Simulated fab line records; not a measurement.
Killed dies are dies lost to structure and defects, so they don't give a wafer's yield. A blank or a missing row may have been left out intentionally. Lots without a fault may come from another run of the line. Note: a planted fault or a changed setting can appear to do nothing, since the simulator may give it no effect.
fab line records    flow sky130
[record] lots = 12  wafers = 36  last-day = 50
route steps=708 shown GATE_OXIDE@203 METAL5@675 PASSIVATION@683 PAD_OPEN@708
lots untouched by any fault: they come from a run of this same line in which no faults occurred
start-h: start of the lot's first displayed wafer, in hours after the record's first day    wait-h: hours since the lot's step before    " as in the row above    L1.1+2: one row covering several wafers at once    - value missing, or start not given    * or withheld: withheld    < > ~ a bound
route shown NAME@n: a module of which the file shows steps, and the number in the route of the first    usual: the fault-free wafers' mean and standard deviation    same: alike in all rows    chamber/n: place in a boat    sites: each site's reading    _std_site: standard deviation across them    _edge_site: mean of outer sites minus mean of inner sites    radius-mm: how far each site lies from the wafer's centre    mask NAME#n: copy n    behind: the most recent tool/chamber to have shaped the wafer    hold: why the lot went on hold/how many hours it stayed there/how the hold came to an end    device: whichever transistor did not switch (one of n, p or np)    end of line: tests of these same wafers at the route's end    a step without rows: its recipe alone    killed: the dies lost at the first sort to structure and to defects; this is not the yield of the wafer    map: dies across one wafer; x = killed, . = not, _ = none there
set.NAME: setting as actually run; set.NAME@STEP: the setting as run at that earlier step    model.NAME: the simulator's own value behind a step, which no gauge read
one table for each step of the route and one row for each wafer, over a sample of lots
services: the hour from which a tool's chamber was out of use, counted from the record's first day as start-h (under 0 if before that day), plus the number of hours and why
[[steps]]
[step SKY_GATE_OXIDE_OXIDATION_16]
[recipe] temp-c = 800  ambient = O2  idle-temp-c = 700  ramp-up-c-per-min = 10  ramp-down-c-per-min = 3  stabilise-s = 600  purge-s = 300  target-thk-a = 35.7  ox-time-s = 1915
[usual] spike-tc-lower-C = 800.2/1
lot.wafer  tool        chamber  start-h  wait-h  spike-tc-lower-C
L565.3     furnace-02  0        305.10   0.8     800.9
L565.4     "           0        "        "       801.1
L565.5     "           0        "        "       801.4
L566.3     furnace-01  0        315.02   0.4     799.3
L566.4     "           0        "        "       800.5
L566.6     "           0        "        "       801.6
L567.1     furnace-02  0        336.32   3.8     798.7
L567.2     "           0        "        "       801.5
L567.3     "           0        "        "       801.2
L568.2     furnace-01  0        347.63   1.3     800.0
L568.4     "           0        "        "       798.8
L568.5     "           0        "        "       800.1
L570.4     furnace-01  0        353.21   0.3     800.3
L570.5     "           0        "        "       799.6
L570.6     "           0        "        "       801.2
L569.2     furnace-01  0        354.74   1.4     798.4
L569.3     "           0        "        "       798.8
L569.4     "           0        "        "       800.4
L571.2     furnace-02  0        365.00   2.1     802.3
L571.5     "           0        "        "       800.9
L571.6     "           0        "        "       801.1
L579.1     furnace-02  0        430.58   1.0     800.4
L579.2     "           0        "        "       798.9
L579.6     "           0        "        "       801.2
L581.1     furnace-01  0        445.33   0.0     802.1
L581.3     "           0        "        "       799.9
L581.5     "           0        "        "       800.5
L586.2     furnace-02  0        483.23   0.0     799.8
L586.5     "           0        "        "       800.8
L586.6     "           0        "        "       800.4
L587.1     furnace-01  0        495.92   0.0     799.3
L587.2     "           0        "        "       800.8
L587.6     "           0        "        "       800.0
L588.1     furnace-01  0        506.23   0.0     798.4
L588.5     "           0        "        "       799.8
L588.6     "           0        "        "       800.4
[step SKY_METAL5_DESCUM_14]
[recipe] chemistry = O2  source-power-w = 150  bias-power-w = 0  pressure-mtorr = 10  temp-c = 40  time-s = 11
[usual] chamber-pressure-mTorr = 10.000/0.014  drypump-motor-current-A = 5.9/0.51  oes-product-au = 0.994/0.0073
lot.wafer  tool          chamber  start-h  wait-h  chamber-pressure-mTorr  drypump-motor-current-A  oes-product-au  rf-hours-counter-h
L565.3     rie-metal-01  1        1021.76  0.1     10.006                  6.5                      0.988           -
L565.4     "             0        "        "       10.011                  6.2                      0.976           -
L565.5     "             0        "        "       10.001                  6.2                      0.991           -
L566.3     rie-metal-02  0        1035.23  0.1     10.123                  5.8                      0.991           -
L566.4     "             1        "        "       9.997                   4.9                      1.000           -
L566.6     "             0        "        "       10.005                  5.8                      0.999           -
L567.1     rie-metal-01  1        1051.67  0.1     10.005                  6.6                      1.007           4
L567.2     "             0        "        "       10.005                  6.2                      0.992           22
L567.3     "             1        "        "       10.005                  6.6                      1.009           -
L568.2     rie-metal-02  1        1058.37  0.1     9.995                   4.9                      0.988           11
L568.4     "             0        "        "       10.017                  5.8                      0.970           -
L568.5     "             1        "        "       9.990                   4.9                      0.985           -
L570.4     rie-metal-01  1        1062.75  0.1     9.987                   6.5                      0.998           -
L570.5     "             1        "        "       10.004                  6.6                      1.001           -
L570.6     "             1        "        "       9.996                   6.6                      0.993           -
L569.2     rie-metal-01  1        1068.31  0.1     10.012                  6.5                      0.999           -
L569.3     "             1        "        "       9.989                   6.5                      1.000           -
L569.4     "             1        "        "       10.001                  6.6                      1.002           -
L571.2     rie-metal-04  0        1070.95  0.1     10.002                  6.0                      0.988           13
L571.5     "             0        "        "       9.998                   6.0                      1.005           -
L571.6     "             1        "        "       9.990                   5.7                      0.996           -
L579.1     rie-metal-01  1        1123.05  0.1     10.002                  6.6                      1.003           10
L579.2     "             0        "        "       10.006                  6.2                      1.001           3
L579.6     "             1        "        "       9.990                   6.5                      1.003           -
L581.1     rie-metal-02  1        1129.85  0.1     10.006                  4.9                      0.990           16
L581.3     "             0        "        "       9.997                   5.7                      0.994           -
L581.5     "             1        "        "       10.003                  4.9                      0.990           -
L586.2     rie-metal-02  1        1152.85  0.1     9.999                   4.9                      0.988           19
L586.5     "             0        "        "       9.986                   5.8                      0.990           -
L586.6     "             1        "        "       9.975                   4.9                      0.998           -
L587.1     rie-metal-04  1        1155.32  0.1     10.003                  5.8                      0.982           25
L587.2     "             0        "        "       9.978                   6.0                      0.992           20
L587.6     "             1        "        "       10.009                  5.8                      0.984           -
L588.1     rie-metal-01  0        1162.70  0.1     10.002                  6.2                      1.008           6
L588.5     "             0        "        "       10.020                  6.2                      0.997           -
L588.6     "             1        "        "       10.012                  6.5                      0.997           -
[step SKY_METAL5_METAL_ETCH_15]
[recipe] target-depth-a = 12600  stop-on = SiO2  over-etch-frac = 0.2  time-s = 252  chemistry = Cl2/BCl3  resist-sidewall-deg = 86  pressure-mtorr = 10  icp-w = 900  bias-w = 48.5  Cl2_flow_sccm = 60  bcl3-flow-sccm = 30
[usual] chamber-pressure-mTorr = 10.000/0.0087  drypump-motor-current-A = 5.9/0.51  oes-product-au = 0.894/0.0043  throttle-valve-pct = 22.264/0.0089
lot.wafer  tool          chamber  start-h  wait-h  chamber-pressure-mTorr  drypump-motor-current-A  oes-product-au  rf-hours-counter-h  throttle-valve-pct
L565.3     rie-metal-01  1        1021.86  0.1     10.011                  6.5                      0.899           -                   22.262
L565.4     "             0        "        "       10.002                  6.2                      0.897           -                   22.269
L565.5     "             0        "        "       10.000                  6.1                      0.892           -                   22.253
L566.3     rie-metal-02  0        1035.37  0.1     9.987                   5.8                      0.896           -                   22.269
L566.4     "             1        "        "       10.009                  4.9                      0.887           -                   22.259
L566.6     "             0        "        "       9.992                   5.8                      0.904           -                   22.269
L567.1     rie-metal-01  1        1051.70  0.0     10.002                  6.5                      0.889           4                   22.264
L567.2     "             0        "        "       9.999                   6.2                      0.893           22                  22.262
L567.3     "             1        "        "       10.008                  6.6                      0.891           -                   22.252
L568.2     rie-metal-02  1        1058.40  0.0     10.005                  4.9                      0.904           11                  22.287
L568.4     "             0        "        "       10.012                  5.8                      0.888           -                   22.264
L568.5     "             1        "        "       9.989                   4.9                      0.893           -                   22.272
L570.4     rie-metal-01  1        1063.02  0.3     10.002                  6.6                      0.892           -                   22.254
L570.5     "             1        "        "       9.989                   6.6                      0.895           -                   22.259
L570.6     "             1        "        "       9.996                   6.6                      0.896           -                   22.266
L569.2     rie-metal-01  1        1068.45  0.1     9.998                   6.6                      0.890           -                   22.276
L569.3     "             1        "        "       10.004                  6.5                      0.891           -                   22.264
L569.4     "             1        "        "       9.996                   6.5                      0.895           -                   22.269
L571.2     rie-metal-04  0        1070.99  0.0     10.012                  6.0                      0.892           13                  22.269
L571.5     "             0        "        "       9.989                   6.0                      0.892           -                   22.269
L571.6     "             1        "        "       9.998                   5.8                      0.893           -                   22.273
L579.1     rie-metal-01  1        1123.09  0.0     10.003                  6.6                      0.892           10                  22.248
L579.2     "             0        "        "       10.014                  6.2                      0.891           3                   22.260
L579.6     "             1        "        "       9.982                   6.5                      0.892           -                   22.258
L581.1     rie-metal-02  1        1129.89  0.0     9.998                   4.9                      0.897           16                  22.274
L581.3     "             0        "        "       10.011                  5.8                      0.898           -                   22.243
L581.5     "             1        "        "       9.999                   4.9                      0.899           -                   22.267
L586.2     rie-metal-02  1        1152.89  0.0     9.992                   4.9                      0.896           19                  22.264
L586.5     "             0        "        "       9.990                   5.8                      0.895           -                   22.261
L586.6     "             1        "        "       9.982                   4.9                      0.902           -                   22.271
L587.1     rie-metal-04  1        1155.35  0.0     9.996                   5.9                      0.889           25                  22.269
L587.2     "             0        "        "       10.004                  6.0                      0.890           20                  22.257
L587.6     "             1        "        "       10.003                  5.9                      0.887           -                   22.256
L588.1     rie-metal-01  0        1162.74  0.0     10.006                  6.1                      0.889           6                   22.258
L588.5     "             0        "        "       10.011                  6.2                      0.895           -                   22.256
L588.6     "             1        "        "       9.999                   6.6                      0.902           -                   22.269
[step SKY_PASSIVATION_CVD_02]
[recipe] material = Si3N4  target-thk-nm = 540  temp-c = 400  time-s = withheld  rf-w = 450
[usual] heater-power-w = 682/91
lot.wafer  tool      chamber  start-h  wait-h  heater-power-w
L565.3     pecvd-02  1        1022.70  0.0     865
L565.4     "         0        "        "       759
L565.5     "         1        "        "       694
L566.3     pecvd-03  0        1036.25  0.0     548
L566.4     "         0        "        "       444
L566.6     "         2        "        "       659
L567.1     pecvd-04  2        1052.65  0.1     554
L567.2     "         1        "        "       644
L567.3     "         0        "        "       676
L568.2     pecvd-04  0        1059.32  0.0     699
L568.4     "         2        "        "       682
L568.5     "         0        "        "       713
L570.4     pecvd-03  2        1064.05  0.1     693
L570.5     "         1        "        "       656
L570.6     "         0        "        "       527
L569.2     pecvd-02  1        1069.51  0.0     849
L569.3     "         2        "        "       653
L569.4     "         1        "        "       689
L571.2     pecvd-02  2        1071.90  0.0     734
L571.5     "         0        "        "       767
L571.6     "         2        "        "       580
L579.1     pecvd-04  2        1124.09  0.1     573
L579.2     "         0        "        "       610
L579.6     "         2        "        "       604
L581.1     pecvd-04  0        1130.80  0.1     728
L581.3     "         1        "        "       634
L581.5     "         1        "        "       659
L586.2     pecvd-04  0        1153.81  0.0     595
L586.5     "         1        "        "       661
L586.6     "         0        "        "       619
L587.1     pecvd-03  1        1156.30  0.1     676
L587.2     "         2        "        "       707
L587.6     "         2        "        "       761
L588.1     pecvd-02  1        1163.73  0.1     757
L588.5     "         2        "        "       599
L588.6     "         1        "        "       794
[step SKY_PAD_OPEN_PROBE_99]
[usual] killed_at_M0_to_M3 = 43/6.9  killed_at_M4_up = 3.1/1.8  killed-at-contacts = 24/5.1  killed-at-front-end = 15/4.8  killed-at-other = 0.3/0.48  killed-dies = 86/8.9  killed-open = 47/6.8  killed-short = 39/6.3
[same] gross-dies = 492  killed-at-back-side = 0
lot.wafer  tool       chamber  start-h  wait-h  hold                    killed_at_M0_to_M3  killed_at_M4_up  killed-at-contacts  killed-at-front-end  killed-at-other  killed-dies  killed-open  killed-short
L565.3     prober-02  -        1069.25  0.2     -                       42                  8                21                  11                   1                83           52           31
L565.4     prober-02  -        1069.30  0.2     -                       49                  1                18                  13                   1                82           46           36
L565.5     prober-02  -        1069.35  0.2     -                       38                  3                18                  24                   0                83           49           34
L566.3     prober-01  -        1082.04  0.2     -                       37                  3                19                  8                    0                67           28           39
L566.4     prober-01  -        1082.09  0.2     -                       44                  4                16                  11                   1                76           45           31
L566.6     prober-01  -        1082.19  0.2     -                       44                  4                17                  13                   0                78           32           46
L567.1     prober-02  -        1097.01  0.1     -                       47                  4                23                  17                   1                92           55           37
L567.2     prober-02  -        1097.06  0.1     -                       45                  0                24                  20                   1                90           50           40
L567.3     prober-02  -        1097.11  0.2     -                       52                  7                27                  15                   0                101          55           46
L568.2     prober-01  -        1103.14  0.1     -                       40                  7                19                  16                   1                83           37           46
L568.4     prober-01  -        1103.24  0.2     -                       32                  0                37                  13                   0                82           46           36
L568.5     prober-01  -        1103.29  0.2     -                       39                  1                24                  20                   0                84           41           43
L570.4     prober-02  -        1108.22  0.2     await-dispo/5.3h/scrap  31                  1                29                  16                   0                77           39           37
L570.5     prober-02  -        1108.27  0.2     await-dispo/5.3h/scrap  38                  4                37                  20                   0                99           49           49
L570.6     prober-02  -        1108.32  0.2     await-dispo/5.3h/scrap  47                  4                25                  19                   0                95           48           47
L569.2     prober-01  -        1114.75  0.1     await-dispo/0.8h/scrap  46                  3                35                  14                   1                99           48           50
L569.3     prober-01  -        1114.80  0.2     await-dispo/0.8h/scrap  58                  3                27                  11                   0                99           56           43
L569.4     prober-01  -        1114.85  0.2     await-dispo/0.8h/scrap  45                  2                27                  14                   1                89           45           44
L571.2     prober-02  -        1114.83  0.1     -                       49                  3                20                  14                   1                87           48           39
L571.5     prober-02  -        1114.98  0.2     -                       45                  3                26                  11                   0                85           50           33
L571.6     prober-02  -        1115.03  0.2     -                       45                  4                30                  24                   0                103          58           45
L579.1     prober-01  -        1163.75  0.1     -                       30                  4                26                  15                   1                76           37           38
L579.2     prober-01  -        1163.80  0.1     -                       33                  3                28                  18                   0                82           50           32
L579.6     prober-01  -        1164.00  0.2     -                       35                  1                21                  17                   0                74           41           31
L581.1     prober-02  -        1169.05  0.1     -                       45                  6                28                  16                   0                95           49           45
L581.3     prober-02  -        1169.15  0.2     -                       34                  0                28                  19                   0                81           38           43
L581.5     prober-02  -        1169.25  0.2     -                       45                  4                25                  14                   0                88           48           39
L586.2     prober-01  -        1189.38  0.1     -                       42                  0                21                  11                   0                74           38           36
L586.5     prober-01  -        1189.53  0.2     -                       43                  3                18                  17                   0                81           39           42
L586.6     prober-01  -        1189.58  0.2     -                       43                  5                19                  13                   1                81           46           35
L587.1     prober-02  -        1192.02  0.1     -                       38                  6                26                  24                   0                94           44           50
L587.2     prober-02  -        1192.07  0.1     -                       51                  1                35                  15                   0                102          62           40
L587.6     prober-02  -        1192.27  0.2     -                       55                  5                23                  8                    0                91           50           41
L588.1     prober-01  -        1197.90  0.1     -                       39                  5                19                  17                   0                80           37           41
L588.5     prober-01  -        1198.10  0.2     -                       36                  1                29                  21                   0                87           48           38
L588.6     prober-01  -        1198.15  0.2     -                       27                  3                20                  25                   0                75           43           32
// killed by level:class
L565.3 VIA1:geometric-particle:open=15 LI_CONTACT:geometric-particle:open=8 CONTACT:geometric-particle:open=5 METAL1:geometric-particle:short=5 FIELD_ISO:geometric-particle:open=4 CONTACT:geometric-particle:short=4 METAL2:geometric-particle:short=4 VIA3:geometric-particle:open=4
L565.4 VIA1:geometric-particle:open=11 METAL1:geometric-particle:short=10 CONTACT:geometric-particle:open=7 VIA2:geometric-particle:open=7 FIELD_ISO:geometric-particle:open=6 VIA3:geometric-particle:open=5 METAL2:geometric-particle:short=5 CONTACT:geometric-particle:short=4
L565.5 VIA1:geometric-particle:open=11 FIELD_ISO:geometric-particle:open=8 POLY_GATE:geometric-particle:open=7 VIA3:geometric-particle:open=6 CONTACT:geometric-particle:short=6 METAL1:geometric-particle:short=5 POLY_GATE:geometric-particle:short=4 LI_CONTACT:geometric-particle:open=4
L566.3 METAL1:geometric-particle:short=8 CONTACT:geometric-particle:open=6 METAL2:geometric-particle:short=6 LI_CONTACT:geometric-particle:open=5 VIA3:geometric-particle:open=5 FIELD_ISO:geometric-particle:short=4 VIA3:geometric-particle:short=4 CONTACT:geometric-particle:short=4
L566.4 VIA1:geometric-particle:open=10 VIA2:geometric-particle:open=10 METAL1:geometric-particle:short=9 LI_CONTACT:geometric-particle:open=6 POLY_GATE:geometric-particle:open=4 CONTACT:geometric-particle:short=4 VIA1:geometric-particle:short=4 VIA3:geometric-particle:open=4
L566.6 VIA1:geometric-particle:open=13 METAL2:geometric-particle:short=7 METAL1:geometric-particle:short=6 FIELD_ISO:geometric-particle:short=5 CONTACT:geometric-particle:open=5 VIA3:geometric-particle:short=4 METAL4:geometric-particle:short=4 LI_CONTACT:geometric-particle:open=4
L567.1 VIA1:geometric-particle:open=10 VIA2:geometric-particle:open=10 VIA3:geometric-particle:open=8 LOCAL_INTERCONNECT:geometric-particle:short=7 CONTACT:geometric-particle:open=7 METAL2:geometric-particle:short=6 FIELD_ISO:geometric-particle:open=5 LI_CONTACT:geometric-particle:open=5
L567.2 VIA1:geometric-particle:short=10 METAL2:geometric-particle:short=9 VIA3:geometric-particle:open=8 VIA1:geometric-particle:open=8 FIELD_ISO:geometric-particle:open=7 LI_CONTACT:geometric-particle:open=6 CONTACT:geometric-particle:open=6 POLY_GATE:geometric-particle:open=5
L567.3 CONTACT:geometric-particle:open=14 VIA3:geometric-particle:open=12 VIA1:geometric-particle:open=11 LI_CONTACT:geometric-particle:open=7 METAL3:geometric-particle:short=6 VIA3:geometric-particle:short=6 METAL2:geometric-particle:short=5 METAL1:geometric-particle:short=5
L568.2 CONTACT:geometric-particle:open=7 VIA2:geometric-particle:open=7 METAL4:geometric-particle:short=7 VIA1:geometric-particle:short=5 METAL2:geometric-particle:short=5 VIA3:geometric-particle:open=5 VIA1:geometric-particle:open=4 CONTACT:geometric-particle:short=4
L568.4 CONTACT:geometric-particle:open=13 CONTACT:geometric-particle:short=10 LI_CONTACT:geometric-particle:open=7 VIA1:geometric-particle:open=7 VIA2:geometric-particle:open=6 VIA1:geometric-particle:short=5 LOCAL_INTERCONNECT:geometric-particle:short=5 VIA3:geometric-particle:open=5
L568.5 FIELD_ISO:geometric-particle:open=9 CONTACT:geometric-particle:open=9 LI_CONTACT:geometric-particle:open=6 CONTACT:geometric-particle:short=6 METAL2:geometric-particle:short=6 VIA2:geometric-particle:open=6 VIA3:geometric-particle:short=5 POLY_GATE:geometric-particle:short=4
L570.4 LOCAL_INTERCONNECT:geometric-particle:short=9 CONTACT:geometric-particle:open=7 LI_CONTACT:geometric-particle:open=6 VIA1:geometric-particle:open=6 VIA2:geometric-particle:open=6 POLY_GATE:geometric-particle:short=4 VIA1:geometric-particle:short=4 FIELD_ISO:geometric-particle:short=3
L570.5 CONTACT:geometric-particle:short=10 LI_CONTACT:geometric-particle:open=9 CONTACT:geometric-particle:open=8 VIA1:geometric-particle:open=8 VIA3:geometric-particle:open=7 LOCAL_INTERCONNECT:geometric-particle:short=7 VIA2:geometric-particle:open=7 METAL1:geometric-particle:short=5
L570.6 CONTACT:geometric-particle:open=13 METAL1:geometric-particle:short=11 FIELD_ISO:geometric-particle:short=8 VIA1:geometric-particle:open=8 LI_CONTACT:geometric-particle:open=5 METAL3:geometric-particle:short=5 VIA3:geometric-particle:open=5 POLY_GATE:geometric-particle:short=4
L569.2 CONTACT:geometric-particle:open=15 LI_CONTACT:geometric-particle:open=10 METAL2:geometric-particle:short=10 VIA1:geometric-particle:open=7 METAL1:geometric-particle:short=6 CONTACT:geometric-particle:short=6 VIA3:geometric-particle:open=5 FIELD_ISO:geometric-particle:short=4
L569.3 VIA1:geometric-particle:open=18 LI_CONTACT:geometric-particle:open=9 CONTACT:geometric-particle:open=8 METAL1:geometric-particle:short=8 CONTACT:geometric-particle:short=7 METAL2:geometric-particle:short=7 VIA2:geometric-particle:short=6 VIA1:geometric-particle:short=6
L571.2 VIA2:geometric-particle:open=14 VIA3:geometric-particle:open=9 VIA1:geometric-particle:open=8 LI_CONTACT:geometric-particle:open=5 FIELD_ISO:geometric-particle:open=4 POLY_GATE:geometric-particle:short=4 CONTACT:geometric-particle:open=4 CONTACT:geometric-particle:short=4
L569.4 CONTACT:geometric-particle:open=12 VIA1:geometric-particle:open=12 METAL2:geometric-particle:short=9 LI_CONTACT:geometric-particle:open=7 METAL1:geometric-particle:short=6 POLY_GATE:geometric-particle:short=4 CONTACT:geometric-particle:short=4 VIA1:geometric-particle:short=4
L571.5 VIA1:geometric-particle:open=17 CONTACT:geometric-particle:open=8 METAL2:geometric-particle:short=6 VIA2:geometric-particle:open=6 VIA3:geometric-particle:open=6 LOCAL_INTERCONNECT:geometric-particle:short=5 FIELD_ISO:geometric-particle:short=4 POLY_GATE:geometric-particle:open=4
L571.6 VIA1:geometric-particle:open=11 LI_CONTACT:geometric-particle:open=9 CONTACT:geometric-particle:open=9 FIELD_ISO:geometric-particle:open=8 LOCAL_INTERCONNECT:geometric-particle:short=8 VIA2:geometric-particle:open=7 POLY_GATE:geometric-particle:short=6 VIA1:geometric-particle:short=5
L579.1 LOCAL_INTERCONNECT:geometric-particle:short=8 FIELD_ISO:geometric-particle:open=7 VIA3:geometric-particle:open=7 LI_CONTACT:geometric-particle:open=6 CONTACT:geometric-particle:short=6 CONTACT:geometric-particle:open=6 FIELD_ISO:geometric-particle:short=4 METAL1:geometric-particle:short=4
L579.2 VIA2:geometric-particle:open=9 FIELD_ISO:geometric-particle:open=8 VIA3:geometric-particle:open=8 LI_CONTACT:geometric-particle:open=7 CONTACT:geometric-particle:short=6 LOCAL_INTERCONNECT:geometric-particle:short=6 CONTACT:geometric-particle:open=6 FIELD_ISO:geometric-particle:short=5
L579.6 CONTACT:geometric-particle:open=12 VIA1:geometric-particle:open=8 VIA2:geometric-particle:open=5 LI_CONTACT:geometric-particle:short=4 METAL2:geometric-particle:short=4 POLY_GATE:geometric-particle:short=3 METAL1:geometric-particle:short=3 VIA1:geometric-particle:short=3
L581.1 CONTACT:geometric-particle:open=11 METAL1:geometric-particle:short=8 VIA1:geometric-particle:open=8 LI_CONTACT:geometric-particle:open=7 METAL2:geometric-particle:short=7 VIA2:geometric-particle:open=6 POLY_GATE:geometric-particle:open=5 CONTACT:geometric-particle:short=5
L581.3 LI_CONTACT:geometric-particle:open=7 LOCAL_INTERCONNECT:geometric-particle:short=6 METAL2:geometric-particle:short=6 CONTACT:geometric-particle:short=6 VIA1:geometric-particle:open=6 VIA3:geometric-particle:open=6 FIELD_ISO:geometric-particle:open=5 CONTACT:geometric-particle:open=5
L581.5 LI_CONTACT:geometric-particle:open=9 VIA2:geometric-particle:open=8 POLY_GATE:geometric-particle:open=7 VIA1:geometric-particle:open=7 LI_CONTACT:geometric-particle:short=5 METAL1:geometric-particle:short=5 METAL2:geometric-particle:short=5 CONTACT:geometric-particle:open=4
L586.2 VIA1:geometric-particle:open=10 VIA2:geometric-particle:open=8 CONTACT:geometric-particle:short=6 METAL2:geometric-particle:short=6 FIELD_ISO:geometric-particle:short=5 CONTACT:geometric-particle:open=4 LI_CONTACT:geometric-particle:open=4 VIA3:geometric-particle:open=4
L586.5 VIA1:geometric-particle:open=8 LI_CONTACT:geometric-particle:open=7 VIA1:geometric-particle:short=6 POLY_GATE:geometric-particle:open=5 POLY_GATE:geometric-particle:short=5 VIA3:geometric-particle:open=5 METAL1:geometric-particle:short=4 VIA2:geometric-particle:open=4
L586.6 VIA1:geometric-particle:open=17 LI_CONTACT:geometric-particle:open=6 VIA2:geometric-particle:open=6 METAL4:geometric-particle:short=5 LOCAL_INTERCONNECT:geometric-particle:short=4 VIA1:geometric-particle:short=4 METAL2:geometric-particle:short=4 FIELD_ISO:geometric-particle:short=3
L587.1 CONTACT:geometric-particle:open=9 VIA1:geometric-particle:open=9 FIELD_ISO:geometric-particle:short=7 CONTACT:geometric-particle:short=7 METAL2:geometric-particle:short=7 LI_CONTACT:geometric-particle:open=6 POLY_GATE:geometric-particle:open=5 VIA1:geometric-particle:short=5
L587.2 CONTACT:geometric-particle:open=11 CONTACT:geometric-particle:short=10 VIA2:geometric-particle:open=10 LI_CONTACT:geometric-particle:open=9 VIA1:geometric-particle:open=8 VIA3:geometric-particle:open=8 FIELD_ISO:geometric-particle:open=5 VIA1:geometric-particle:short=5
L587.6 VIA1:geometric-particle:open=14 CONTACT:geometric-particle:open=11 VIA2:geometric-particle:open=11 VIA1:geometric-particle:short=7 LI_CONTACT:geometric-particle:open=5 METAL2:geometric-particle:short=5 METAL4:geometric-particle:short=5 LOCAL_INTERCONNECT:geometric-particle:short=4
L588.1 METAL2:geometric-particle:short=8 FIELD_ISO:geometric-particle:short=6 VIA3:geometric-particle:open=6 VIA1:geometric-particle:open=6 LI_CONTACT:geometric-particle:open=5 CONTACT:geometric-particle:open=5 VIA2:geometric-particle:open=5 FIELD_ISO:geometric-particle:open=4
L588.5 CONTACT:geometric-particle:open=14 VIA2:geometric-particle:open=9 METAL2:geometric-particle:short=7 CONTACT:geometric-particle:short=6 POLY_GATE:geometric-particle:open=5 POLY_GATE:geometric-particle:short=5 VIA1:geometric-particle:open=5 FIELD_ISO:geometric-particle:open=4
L588.6 LI_CONTACT:geometric-particle:open=9 CONTACT:geometric-particle:open=7 FIELD_ISO:geometric-particle:short=6 POLY_GATE:geometric-particle:open=6 VIA1:geometric-particle:open=6 POLY_GATE:geometric-particle:short=5 FIELD_ISO:geometric-particle:open=4 METAL1:geometric-particle:short=4
[[services]]
tool          chamber  start-h  hours  kind
rie-metal-02  0        291.47   11.1   repair
furnace-02    -        310.38   5.2    repair
furnace-01    -        334.08   3.9    pm
rie-metal-02  -        335.71   2.8    pm
furnace-01    -        377.87   3.5    pm
rie-metal-01  -        389.24   1.4    pm
rie-metal-02  0        457.05   4.1    repair
rie-metal-02  -        469.98   0.4    repair
rie-metal-02  -        479.42   28.1   pm
rie-metal-01  1        520.78   1.4    repair
furnace-01    -        545.05   3.5    pm
furnace-01    -        614.80   3.0    pm
rie-metal-02  1        683.28   152.9  repair
furnace-01    -        713.05   4.0    pm
rie-metal-02  0        767.60   19.3   repair
furnace-01    -        881.05   4.6    pm
rie-metal-01  -        887.68   2.8    pm
furnace-01    -        890.25   40.5   pm
furnace-01    -        930.76   4.8    pm
rie-metal-02  0        932.27   21.6   repair
furnace-01    -        943.48   3.3    pm
rie-metal-02  0        999.49   4.3    repair
furnace-01    -        1048.06  8.7    repair
furnace-01    -        1056.79  3.2    pm
[[key]]
[first-sign] step = SKY_PAD_OPEN_PROBE_99  reading = hold  direction = added
effect none on later readings
met-at SKY_GATE_OXIDE_OXIDATION_16
struck-lots L569,L570
tester-left-out L569,L570
not-acting-at SKY_METAL5_DESCUM_14,SKY_METAL5_METAL_ETCH_15,SKY_PASSIVATION_CVD_02
[fault] kind = process-parameter-drift  tool = furnace-01  chamber = -  onset-h = 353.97  steps = SKY_GATE_OXIDE_OXIDATION_16  channel = ox-time-s  offset = *  shape = step  end-h = 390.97  acts-in = *  stated = *
// tester-left-out: of these lots the tester's yield and bins aren't shown, on N5 and GAA mostly nor the transistor test; their killed dies are dies lost to structure and defects alone, not to doping, threshold or leakage, so they don't give the yield
